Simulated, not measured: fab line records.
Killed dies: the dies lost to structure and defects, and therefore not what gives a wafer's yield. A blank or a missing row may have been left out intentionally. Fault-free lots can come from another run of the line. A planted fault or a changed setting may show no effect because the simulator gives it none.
Chamber matching + flow sky130 + SKY_POLY_GATE_ETCH_17 on rie_si-02: 3 sister chambers
The step etches poly-Si in HBr/Cl2, stops on SiO2, target depth 180 nm, time 70.5 s. 6 wafers are shown with their chamber, then 5 later ones without.

== EACH WAFER AND ITS CHAMBER ==
| wafer  | chamber | drypump_motor_current_A (A) | HBr_flow_sccm (sccm) |
|--------|---------|-----------------------------|----------------------|
| L710.1 | 3       | 5.8                         | 150.0                |
| L721.1 | 1       | 6.2                         | 150.3                |
| L721.2 | 2       | 5.0                         | 149.6                |
| L721.3 | 3       | 5.8                         | 149.8                |
| L723.3 | 1       | 6.2                         | 149.7                |
| L723.5 | 2       | 5.1                         | 150.3                |

== WAFERS WITH NO CHAMBER GIVEN ==
| wafer  | drypump_motor_current_A (A) | HBr_flow_sccm (sccm) |
|--------|-----------------------------|----------------------|
| L726.1 | 6.2                         | 149.8                |
| L726.4 | 5.8                         | 150.4                |
| L726.5 | 5.8                         | 150.4                |
| L730.1 | 6.2                         | 150.1                |
| L730.2 | 5.0                         | 150.0                |

== THE CHAMBER EACH PASSED THROUGH ==
| wafer  | from the rows above | in truth |
|--------|---------------------|----------|
| L726.1 | 1                   | 1        |
| L726.4 | 3                   | 3        |
| L726.5 | 3                   | 3        |
| L730.1 | 1                   | 1        |
| L730.2 | 2                   | 2        |
Correctly placed: 5 of 5. Number that these rows cannot place: 0. Number placed wrongly: 0.
How it was worked out, from the rows above alone: a wafer's distance from a chamber is the root of the sum, over the readings, of the square of ((its reading less the chamber's mean) divided by the reading's scatter). The wafer belongs to the nearest chamber; if the next one is less than 2 further off, it can't be placed. A chamber's mean is the mean of its shown wafers. The scatter: take each reading less its chamber's mean, square it, sum over the shown wafers, divide by the number of wafers less the number of chambers, and take the root.
